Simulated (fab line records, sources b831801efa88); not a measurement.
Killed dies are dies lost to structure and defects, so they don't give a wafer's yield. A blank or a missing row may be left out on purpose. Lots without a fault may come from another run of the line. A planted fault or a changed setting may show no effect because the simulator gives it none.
fab line records | flow sky130
record lots=6 wafers=18 last_day=49
route steps=708 shown METAL1@440 PAD_OPEN@708
lots that met no fault: from a run of the same line without faults
start_h: hours from the record's first day to the start of the lot's first wafer shown | wait_h: hours since the lot's step before | " the same as in the row above | L1.1+2: a row that stands for several wafers | - no value, or no start given | * or withheld: withheld | < > ~ a bound
route shown NAME@n: a module of which the file shows steps, and the number in the route of the first | usual: mean/standard deviation of fault-free wafers | same: alike in all rows | chamber/n: place in a boat | sites: the reading at each site | _std_site: their standard deviation | _edge_site: outer sites' mean less inner sites' | radius_mm: how far each site lies from the wafer's centre | mask NAME#n: copy n | behind: the tool/chamber that last shaped the wafer | hold: why the lot was held/for how many hours/how that ended | device: the transistor (n, p or np) that didn't switch | end of line: the same wafers' tests at the end of the route | a step without rows: its recipe alone | killed: dies lost to structure and defects at the first sort, not the wafer's yield | map: a wafer's dies, x killed, . not, _ none there
set.NAME: the setting as run; set.NAME@STEP: as run at that earlier step | model.NAME: the simulator's own value behind a step, which no gauge read
lots at some steps of the route; a table a step, a row a wafer
services: from which hour (start_h, from the record's first day; less than 0 if before it) a tool's chamber was out of use, for how many hours, and why
## steps
# step SKY_METAL1_THK_MEAS_06
# recipe thk_meas_gauge=xrf reads=AlCu_of_METAL1_SPUTTER_02
# usual METAL1_ALCU_THK=251.8/2.6
# columns lot.wafer tool chamber start_h wait_h METAL1_ALCU_THK[nm]
L491.2 film_metro-01 - 779.06 0.1 250.3
L491.3 " - " " 247.2
L491.6 " - " " 248.7
L493.3 film_metro-01 - 796.24 0.1 256.9
L493.5 " - " " 256.0
L493.6 " - " " 253.8
L500.2 film_metro-01 - 850.31 0.1 250.4
L500.3 " - " " 248.3
L500.6 " - " " 247.7
L501.2 film_metro-01 - 853.44 0.1 251.2
L501.3 " - " " 250.8
L501.4 " - " " 249.0
L503.2 film_metro-01 - 868.89 0.1 249.6
L503.3 " - " " 250.0
L503.4 " - " " 249.7
L506.2 film_metro-01 - 887.99 0.1 249.3
L506.4 " - " " 251.2
L506.5 " - " " 250.3
# step SKY_METAL1_DEHYDRATE_07
# recipe temp_c=200 time_s=60
# step SKY_METAL1_HMDS_08
# recipe prime_time_s=60 prime_temp_c=120
# step SKY_METAL1_COAT_09
# recipe resist=BARC temp_c=withheld time_s=withheld spin_rpm=3000 resist_thk_nm=60
# step SKY_METAL1_COAT_10
# recipe resist=KrF-thick spin_rpm=3000 resist_thk_nm=450
# step SKY_METAL1_SOFTBAKE_11
# recipe temp_c=100 time_s=90 resist=KrF-thick
# step SKY_METAL1_EXPOSE_12
# recipe mask_id=MM1 na=0.8 source_shape=annular sigma_inner=0.55 sigma_outer=0.85 target_cd_nm=140 dose_mj=28
# step SKY_METAL1_PEB_13
# recipe peb_temp_c=withheld peb_time_s=withheld resist=KrF-thick
# step SKY_METAL1_DEVELOP_14
# recipe develop_time_s=60 resist=KrF-thick dev_temp_c=21
# step SKY_METAL1_CD_MEAS_15
# recipe target_cd_nm=140
# usual cd_nm=139.4/1.3
# columns lot.wafer tool chamber start_h wait_h cd_nm
L491.2 cd_sem-01 - 805.18 - 139.1
L491.3 " - " " 137.6
L491.6 " - " " 137.2
L493.3 cd_sem-02 - 822.95 - 138.7
L493.5 " - " " 138.1
L493.6 " - " " 139.0
L500.2 cd_sem-02 - 876.18 - 140.2
L500.3 " - " " 139.1
L500.6 " - " " 137.7
L501.2 cd_sem-02 - 879.48 - 138.7
L501.3 " - " " 140.4
L501.4 " - " " 139.9
L503.2 cd_sem-01 - 894.53 - 141.7
L503.3 " - " " 142.8
L503.4 " - " " 143.4
L506.2 cd_sem-01 - 913.26 - 139.9
L506.4 " - " " 138.9
L506.5 " - " " 141.2
# step SKY_METAL1_OVL_MEAS_16
# usual METAL1_OVL=2/4.9
# columns lot.wafer tool chamber start_h wait_h METAL1_OVL[nm]
L491.2 overlay-01 - 805.29 0.1 6
L491.3 " - " " -2
L491.6 " - " " 2
L493.3 overlay-01 - 823.04 0.1 -1
L493.5 " - " " -2
L493.6 " - " " 1
L500.2 overlay-02 - 876.29 0.1 1
L500.3 " - " " 0
L500.6 " - " " -5
L501.2 overlay-01 - 879.59 0.1 11
L501.3 " - " " 6
L501.4 " - " " 8
L503.2 overlay-02 - 894.64 0.1 4
L503.3 " - " " -2
L503.4 " - " " 5
L506.2 overlay-01 - 913.36 0.1 6
L506.4 " - " " -2
L506.5 " - " " -5
# step SKY_METAL1_DESCUM_17
# recipe chemistry=O2 source_power_w=150 bias_power_w=0 pressure_mtorr=10 temp_c=40 time_s=8
# usual drypump_motor_current_A=5.8/0.39 he_backside_leak_sccm=3.4/0.33 oes_product_au=1.000/0.0076 temp_c=39.99/0.1
# same bias_power_w=0
# columns lot.wafer tool chamber start_h wait_h drypump_motor_current_A he_backside_leak_sccm oes_product_au rf_hours_counter_h temp_c
L491.2 rie_metal-02 1 805.33 0.0 5.3 3.1 1.006 - 39.99
L491.3 " 1 " " 5.3 3.2 1.001 - 39.82
L491.6 " 1 " " 5.2 3.2 0.998 - 40.02
L493.3 rie_metal-03 1 823.08 0.0 5.7 3.2 1.001 - 40.10
L493.5 " 0 " " 6.1 3.2 0.999 - 39.91
L493.6 " 1 " " 5.7 3.2 1.002 - 40.05
L500.2 rie_metal-02 1 876.32 0.0 5.3 3.1 1.005 10 39.82
L500.3 " 0 " " 5.9 3.4 1.003 - 40.04
L500.6 " 1 " " 5.2 3.2 1.005 - 39.94
L501.2 rie_metal-02 0 879.62 0.0 5.9 3.6 1.005 2 39.90
L501.3 " 1 " " 5.3 3.1 0.983 - 39.93
L501.4 " 0 " " 5.9 3.4 1.014 - 40.02
L503.2 rie_metal-01 0 894.67 0.0 5.9 3.1 0.985 3 39.86
L503.3 " 0 " " 5.9 3.3 0.977 - 40.03
L503.4 " 1 " " 6.7 3.4 0.991 - 39.93
L506.2 rie_metal-03 1 913.39 0.0 5.7 3.5 1.002 5 40.07
L506.4 " 1 " " 5.7 3.4 1.001 - 40.16
L506.5 " 1 " " 5.7 3.4 0.998 - 40.16
# step SKY_METAL1_ETCH_18
# recipe chemistry=N2/H2 target=BARC ion_energy_ev=200 bias_w=100 pressure_mtorr=30 n2_flow_sccm=100 h2_flow_sccm=200 icp_w=500 stop_on=SiO2 time_s=45.9 target_depth_a=600
# usual drypump_motor_current_A=5.9/0.39 he_backside_leak_sccm=3.4/0.42 oes_product_au=0.856/0.0042 throttle_valve_pct=13.224/0.0088
# columns lot.wafer tool chamber start_h wait_h drypump_motor_current_A he_backside_leak_sccm oes_product_au rf_hours_counter_h throttle_valve_pct
L491.2 rie_metal-02 1 805.40 0.1 5.3 3.0 0.860 - 13.226
L491.3 " 1 " " 5.3 3.1 0.863 - 13.237
L491.6 " 1 " " 5.3 3.2 0.853 - 13.217
L493.3 rie_metal-03 1 823.12 0.0 5.7 3.4 0.854 - 13.227
L493.5 " 0 " " 6.2 3.3 0.853 - 13.220
L493.6 " 1 " " 5.8 3.4 0.858 - 13.214
L500.2 rie_metal-02 1 876.35 0.0 5.3 3.2 0.881 10 13.218
L500.3 " 0 " " 5.9 3.5 0.856 - 13.230
L500.6 " 1 " " 5.3 3.0 0.861 - 13.216
L501.2 rie_metal-02 0 879.65 0.0 5.9 3.7 0.877 2 13.211
L501.3 " 1 " " 5.3 3.1 0.857 - 13.236
L501.4 " 0 " " 5.9 3.3 0.850 - 13.213
L503.2 rie_metal-01 0 894.71 0.0 5.9 4.9 0.854 3 13.219
L503.3 " 0 " " 5.9 6.5 0.853 - 13.237
L503.4 " 1 " " 6.7 3.4 0.848 - 13.226
L506.2 rie_metal-03 1 913.43 0.0 5.7 3.6 0.860 5 13.231
L506.4 " 1 " " 5.7 3.5 0.855 - 13.223
L506.5 " 1 " " 5.8 3.4 0.854 - 13.206
# step SKY_METAL1_METAL_ETCH_19
# recipe target_depth_a=3600 stop_on=SiO2 over_etch_frac=0.3 time_s=78 chemistry=Cl2/BCl3 resist_sidewall_deg=88 pressure_mtorr=10 icp_w=900 bias_w=48.5 Cl2_flow_sccm=60 bcl3_flow_sccm=30
# usual drypump_motor_current_A=5.8/0.39 he_backside_leak_sccm=3.40/0.27 oes_product_au=0.854/0.006 throttle_valve_pct=22.266/0.0083
# columns lot.wafer tool chamber start_h wait_h drypump_motor_current_A he_backside_leak_sccm oes_product_au rf_hours_counter_h throttle_valve_pct
L491.2 rie_metal-02 1 805.54 0.1 5.3 3.15 0.847 - 22.279
L491.3 " 1 " " 5.3 3.03 0.859 - 22.280
L491.6 " 1 " " 5.3 3.16 0.855 - 22.249
L493.3 rie_metal-03 1 823.19 0.1 5.7 3.35 0.854 - 22.258
L493.5 " 0 " " 6.1 3.57 0.859 - 22.275
L493.6 " 1 " " 5.7 3.27 0.851 - 22.260
L500.2 rie_metal-02 1 876.41 0.0 5.3 3.11 0.839 10 22.264
L500.3 " 0 " " 5.9 3.51 0.847 - 22.265
L500.6 " 1 " " 5.3 3.20 0.854 - 22.274
L501.2 rie_metal-02 0 879.71 0.0 5.9 3.62 0.859 2 22.256
L501.3 " 1 " " 5.3 2.97 0.856 - 22.275
L501.4 " 0 " " 5.9 3.67 0.860 - 22.266
L503.2 rie_metal-01 0 894.80 0.1 5.9 5.19 0.851 3 22.267
L503.3 " 0 " " 5.9 3.44 0.863 - 22.264
L503.4 " 1 " " 6.7 3.46 0.855 - 22.276
L506.2 rie_metal-03 1 913.52 0.1 5.7 3.33 0.850 5 22.258
L506.4 " 1 " " 5.7 3.44 0.853 - 22.269
L506.5 " 1 " " 5.7 3.42 0.847 - 22.255
# step SKY_PAD_OPEN_PROBE_99
# usual defect_limited_yield=82.7/2 killed_at_M0_to_M3=42/7.7 killed_at_M4_up=3.1/1.9 killed_at_contacts=24/4.9 killed_at_front_end=15/4.6 killed_at_other=0.3/0.51 killed_dies=85/9.9 killed_open=47/7.1 killed_short=38/6.7 sort_bin_3_pad_short=0.9/0.46 sort_bin_5_function=10.1/1.5 sort_bin_6_memory=6.3/1.1 sort_n_pass=407/9.9 sort_yield_pct=82.7/2
# same gross_dies=492 killed_at_back_side=0 sort_bin_4_leakage[%]=0 sort_bin_8_speed[%]=0
# columns lot.wafer tool chamber start_h wait_h defect_limited_yield[%] killed_at_M0_to_M3 killed_at_M4_up killed_at_contacts killed_at_front_end killed_at_other killed_dies killed_open killed_short sort_bin_3_pad_short[%] sort_bin_5_function[%] sort_bin_6_memory[%] sort_n_pass sort_yield_pct[%]
L491.2 prober-02 - 1106.61 0.1 81.7 44 4 21 20 1 90 51 39 0.4 11.4 6.5 402 81.7
L491.3 prober-02 - 1106.66 0.2 83.5 31 4 32 14 0 81 51 30 0.2 10.6 5.7 411 83.5
L491.6 prober-02 - 1106.81 0.2 80.3 38 3 29 27 0 97 65 32 0.6 12.2 6.9 395 80.3
L493.3 prober-02 - 1121.93 0.2 80.1 54 3 24 17 0 98 48 50 1.4 12.2 6.3 394 80.1
L493.5 prober-02 - 1122.03 0.2 83.3 46 1 17 18 0 82 46 35 1.2 8.9 6.5 410 83.3
L493.6 prober-02 - 1122.08 0.2 83.7 38 5 25 12 0 80 48 32 0.8 10.6 4.9 412 83.7
L500.2 prober-01 - 1159.50 0.1 83.7 36 6 23 15 0 80 37 43 1.0 8.9 6.3 412 83.7
L500.3 prober-01 - 1159.55 0.2 83.7 31 1 23 23 2 80 40 40 1.8 9.8 4.7 412 83.7
L500.6 prober-01 - 1159.70 0.2 78.0 42 2 37 27 0 108 60 48 1.6 11.4 8.9 384 78.0
L501.2 prober-02 - 1161.22 0.1 77.6 60 5 26 18 1 110 58 52 1.2 13.6 7.5 382 77.6
L501.3 prober-02 - 1161.27 0.2 83.5 38 2 30 11 0 81 40 41 1.0 9.6 5.9 411 83.5
L501.4 prober-02 - 1161.32 0.2 85.2 41 2 16 14 0 73 45 28 0.8 8.3 5.7 419 85.2
L503.2 prober-02 - 1173.58 0.1 78.9 49 4 30 21 0 104 69 34 0.6 14.0 6.5 388 78.9
L503.3 prober-02 - 1173.63 0.2 83.9 31 2 29 16 1 79 49 28 0 9.6 6.5 413 83.9
L503.4 prober-02 - 1173.68 0.2 78.9 49 5 29 21 0 104 51 53 2.4 11.4 7.3 388 78.9
L506.2 prober-01 - 1185.86 0.1 86.4 29 5 23 9 1 67 40 27 0.4 10.0 3.3 425 86.4
L506.4 prober-01 - 1185.96 0.2 85.6 30 2 25 14 0 71 32 39 0.8 9.1 4.5 421 85.6
L506.5 prober-01 - 1186.01 0.2 83.1 37 3 22 21 0 83 42 38 0.8 9.6 6.5 409 83.1
# killed by level:class
L491.2 CONTACT:geometric_particle:open=9 METAL1:geometric_particle:short=9 LI_CONTACT:geometric_particle:open=8 VIA1:geometric_particle:open=7 METAL2:geometric_particle:short=6 FIELD_ISO:geometric_particle:open=5 POLY_GATE:geometric_particle:open=5 VIA2:geometric_particle:open=5
L491.3 LI_CONTACT:geometric_particle:open=10 VIA1:geometric_particle:open=10 LOCAL_INTERCONNECT:geometric_particle:short=8 FIELD_ISO:geometric_particle:open=6 CONTACT:geometric_particle:open=6 CONTACT:geometric_particle:short=5 VIA3:geometric_particle:open=5 METAL1:geometric_particle:short=4
L491.6 VIA1:geometric_particle:open=14 LI_CONTACT:geometric_particle:open=13 CONTACT:geometric_particle:open=9 FIELD_ISO:geometric_particle:open=6 VIA2:geometric_particle:open=6 POLY_GATE:geometric_particle:short=5 POLY_GATE:geometric_particle:open=5 LOCAL_INTERCONNECT:geometric_particle:short=5
L493.3 VIA1:geometric_particle:open=18 CONTACT:geometric_particle:open=10 VIA1:geometric_particle:short=9 POLY_GATE:geometric_particle:short=5 LOCAL_INTERCONNECT:geometric_particle:short=5 METAL2:geometric_particle:short=5 FIELD_ISO:geometric_particle:short=4 METAL1:geometric_particle:open=4
L493.5 VIA1:geometric_particle:open=15 CONTACT:geometric_particle:open=8 VIA3:geometric_particle:open=7 METAL2:geometric_particle:short=6 LI_CONTACT:geometric_particle:open=5 VIA2:geometric_particle:open=5 FIELD_ISO:geometric_particle:short=4 VIA2:geometric_particle:short=4
L493.6 CONTACT:geometric_particle:open=14 VIA2:geometric_particle:open=7 VIA3:geometric_particle:open=7 METAL1:geometric_particle:short=5 FIELD_ISO:geometric_particle:open=4 METAL4:geometric_particle:short=4 LI_CONTACT:geometric_particle:open=4 VIA1:geometric_particle:open=3
L500.2 LI_CONTACT:geometric_particle:open=8 METAL1:geometric_particle:short=8 VIA1:geometric_particle:open=5 FIELD_ISO:geometric_particle:short=5 LOCAL_INTERCONNECT:geometric_particle:short=5 CONTACT:geometric_particle:open=5 VIA2:geometric_particle:open=4 VIA3:geometric_particle:open=4
L500.3 LI_CONTACT:geometric_particle:open=10 VIA1:geometric_particle:open=7 METAL1:geometric_particle:short=6 FIELD_ISO:geometric_particle:short=5 POLY_GATE:geometric_particle:short=5 LI_CONTACT:geometric_particle:short=5 CONTACT:geometric_particle:open=5 FIELD_ISO:geometric_particle:open=4
L500.6 CONTACT:geometric_particle:open=12 VIA1:geometric_particle:open=12 LI_CONTACT:geometric_particle:open=9 FIELD_ISO:geometric_particle:open=7 VIA2:geometric_particle:open=7 FIELD_ISO:geometric_particle:short=6 CONTACT:geometric_particle:short=6 METAL1:geometric_particle:short=6
L501.2 VIA1:geometric_particle:open=15 VIA3:geometric_particle:open=12 CONTACT:geometric_particle:open=8 VIA1:geometric_particle:short=8 VIA2:geometric_particle:open=7 LI_CONTACT:geometric_particle:open=6 CONTACT:geometric_particle:short=6 FIELD_ISO:geometric_particle:short=5
L501.3 VIA1:geometric_particle:open=11 CONTACT:geometric_particle:short=8 CONTACT:geometric_particle:open=7 METAL2:geometric_particle:short=7 LOCAL_INTERCONNECT:geometric_particle:short=6 LI_CONTACT:geometric_particle:open=5 POLY_GATE:geometric_particle:short=4 METAL1:geometric_particle:short=4
L501.4 VIA1:geometric_particle:open=17 POLY_GATE:geometric_particle:short=6 CONTACT:geometric_particle:open=6 POLY_GATE:geometric_particle:open=5 LI_CONTACT:geometric_particle:open=5 VIA1:geometric_particle:short=4 VIA2:geometric_particle:open=4 METAL3:geometric_particle:short=4
L503.2 VIA1:geometric_particle:open=15 CONTACT:geometric_particle:open=15 VIA3:geometric_particle:open=8 LI_CONTACT:geometric_particle:open=7 FIELD_ISO:geometric_particle:open=6 VIA1:geometric_particle:short=6 VIA2:geometric_particle:open=6 POLY_GATE:geometric_particle:short=5
L503.3 CONTACT:geometric_particle:open=10 VIA3:geometric_particle:open=9 VIA1:geometric_particle:open=8 VIA2:geometric_particle:open=6 LOCAL_INTERCONNECT:geometric_particle:short=5 CONTACT:geometric_particle:short=5 FIELD_ISO:geometric_particle:short=4 LI_CONTACT:geometric_particle:open=4
L503.4 CONTACT:geometric_particle:open=10 LI_CONTACT:geometric_particle:open=9 VIA1:geometric_particle:open=9 VIA3:geometric_particle:open=7 VIA3:geometric_particle:short=7 VIA1:geometric_particle:short=6 METAL2:geometric_particle:short=6 METAL4:geometric_particle:short=5
L506.2 CONTACT:geometric_particle:open=11 VIA2:geometric_particle:open=6 VIA3:geometric_particle:open=6 LI_CONTACT:geometric_particle:open=5 VIA1:geometric_particle:open=5 POLY_GATE:geometric_particle:open=4 LOCAL_INTERCONNECT:geometric_particle:short=3 METAL1:geometric_particle:short=3
L506.4 CONTACT:geometric_particle:short=10 VIA1:geometric_particle:open=8 CONTACT:geometric_particle:open=6 VIA1:geometric_particle:short=5 LI_CONTACT:geometric_particle:short=4 METAL2:geometric_particle:short=4 VIA2:geometric_particle:open=4 POLY_GATE:geometric_particle:short=3
L506.5 CONTACT:geometric_particle:open=8 METAL2:geometric_particle:short=7 LI_CONTACT:geometric_particle:open=6 VIA1:geometric_particle:open=6 METAL1:geometric_particle:short=5 FIELD_ISO:geometric_particle:open=4 VIA2:geometric_particle:open=4 LOCAL_INTERCONNECT:geometric_particle:short=4
## services
# columns tool chamber start_h hours kind
rie_metal-01 0 795.18 - clean
rie_metal-01 0 795.18 16.7 scheduled_down
rie_metal-01 0 795.18 16.7 vent_cycle
rie_metal-02 0 795.74 - clean
rie_metal-02 0 795.74 28.2 scheduled_down
rie_metal-02 0 795.74 28.2 vent_cycle
rie_metal-01 - 907.50 1.4 pm
## key
first_sign step=SKY_METAL1_ETCH_18 reading=oes_product_au direction=up sigmas=5.4 usual=0.856 struck=0.879
effect none on later readings
met_at SKY_METAL1_ETCH_18
struck_wafers L500.2,L501.2
onset_between 805.40 876.35
fault kind=process_parameter_drift tool=rie_metal-02 chamber=- onset_h=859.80 steps=SKY_METAL1_ETCH_18 channel=time_s offset=* shape=step end_h=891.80 scope=struck_wafers_only acts_in=* stated=*
